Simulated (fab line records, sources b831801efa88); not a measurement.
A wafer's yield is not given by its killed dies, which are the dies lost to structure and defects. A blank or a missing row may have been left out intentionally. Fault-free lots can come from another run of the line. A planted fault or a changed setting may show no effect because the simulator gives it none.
The same fault as seen by 2 desks + flow sfq_line + each desk holds nothing but its own numbers, with what lay behind them at the end

## AT THE METROLOGY DESK
What the gauges read for every lot (on any tool): the sampled wafers with a number, averaged. Any lot whose mean is over 4 standard deviations away from the usual mean is out of limits and marked OUT; that distance is given in the brackets.
Columns: A = M4_NB_RS at SFQ_M4_RS_MEAS_924, usual 0.884 ohm/sq; B = M4_OVL at SFQ_M4_OVL_MEAS_926, usual 3 nm
| lot  | first seen here | A     | B  |
|------|-----------------|-------|----|
| L179 | day 32 14:05    | 0.894 | 7  |
| L184 | day 34 15:12    | 0.882 | -7 |
| L189 | day 36 05:09    | 0.892 | 9  |
| L192 | day 37 08:44    | 0.878 | 7  |
| L193 | day 37 14:07    | 0.872 | -8 |
| L201 | day 40 07:20    | 0.885 | 0  |
Result from this desk: across the 6 lots, nothing is out of limits.

## DESK OF THE TOOL OWNER: litho_track-01
The tool's own readings at SFQ_TRILAYER_M4_LITHO_PEB_096 (peb time 60 s): means of the sampled wafers that have a number, for each lot that ran on this tool. Any lot whose mean is over 4 standard deviations away from the usual mean is out of limits and marked OUT; that distance is given in the brackets.
Columns: A = exhaust_pa at SFQ_TRILAYER_M4_LITHO_PEB_096, usual 45.1 Pa; B = resist_line_temp_C at SFQ_TRILAYER_M4_LITHO_PEB_096, usual 22.98 C
| lot  | first seen here | A    | B     |
|------|-----------------|------|-------|
| L189 | day 38 07:59    | 45.1 | 22.89 |
| L192 | day 39 01:58    | 45.1 | 22.97 |
| L193 | day 39 05:32    | 44.6 | 22.90 |
Result from this desk: across the 3 lots, nothing is out of limits.

## BROUGHT TOGETHER
Metrology desk: nothing out of limits seen.
The desk of the tool owner found nothing out of limits.

## WHAT THE SIMULATOR HAD PUT IN
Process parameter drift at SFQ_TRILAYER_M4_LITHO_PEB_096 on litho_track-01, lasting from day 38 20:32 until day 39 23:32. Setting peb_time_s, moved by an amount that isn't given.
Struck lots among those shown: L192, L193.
